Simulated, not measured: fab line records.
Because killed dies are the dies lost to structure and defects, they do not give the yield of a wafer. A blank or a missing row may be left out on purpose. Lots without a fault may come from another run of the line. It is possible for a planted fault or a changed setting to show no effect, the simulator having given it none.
Chamber matching :: flow gf180mcu :: GF_PASSIVATION_CVD_00 on pecvd-01: 3 sister chambers
The step deposits SiO2 from TEOS, target thk 1000 nm, time 111.95 s. 3 wafers are shown with their chamber, then 9 later ones without.

## WAFERS PAIRED WITH THEIR CHAMBERS
wafer: L091.4
chamber: 1
heater_power_w (W): 589

wafer: L091.5
chamber: 2
heater_power_w (W): 554

wafer: L091.6
chamber: 0
heater_power_w (W): 754

## WAFERS WITHOUT THEIR CHAMBER
wafer: L094.2
heater_power_w (W): 558

wafer: L094.3
heater_power_w (W): 610

wafer: L094.6
heater_power_w (W): 595

wafer: L095.1
heater_power_w (W): 661

wafer: L095.4
heater_power_w (W): 634

wafer: L095.6
heater_power_w (W): 481

wafer: L096.1
heater_power_w (W): 588

wafer: L096.2
heater_power_w (W): 564

wafer: L096.6
heater_power_w (W): 754

## EACH ONE'S CHAMBER
wafer: L094.2
from the rows above: can't be placed: 2 or 1
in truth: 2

wafer: L094.3
from the rows above: can't be placed: 1 or 2
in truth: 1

wafer: L094.6
from the rows above: can't be placed: 1 or 2
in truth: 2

wafer: L095.1
from the rows above: can't be placed: 1 or 0 or 2
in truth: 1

wafer: L095.4
from the rows above: can't be placed: 1 or 2 or 0
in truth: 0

wafer: L095.6
from the rows above: can't be placed: 2 or 1
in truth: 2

wafer: L096.1
from the rows above: can't be placed: 1 or 2
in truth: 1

wafer: L096.2
from the rows above: can't be placed: 2 or 1
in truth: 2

wafer: L096.6
from the rows above: 0
in truth: 0
1 of 9 placed correctly. Can't be placed from these rows: 8 (the true chamber is among the candidates in 8). Number placed wrongly: 0.
How it was worked out, from the rows above alone: a wafer's distance from a chamber is the root of the sum, over the readings, of the square of ((its reading less the chamber's mean) divided by the reading's scatter). If the next closest chamber is less than 2 further off than the closest, the wafer can't be placed; otherwise it belongs to the closest. A chamber's mean is the mean of its shown wafers. The scatter (one wafer shown for each chamber): square how far every hidden wafer sits from the nearest shown wafer, average those squares and take the square root.
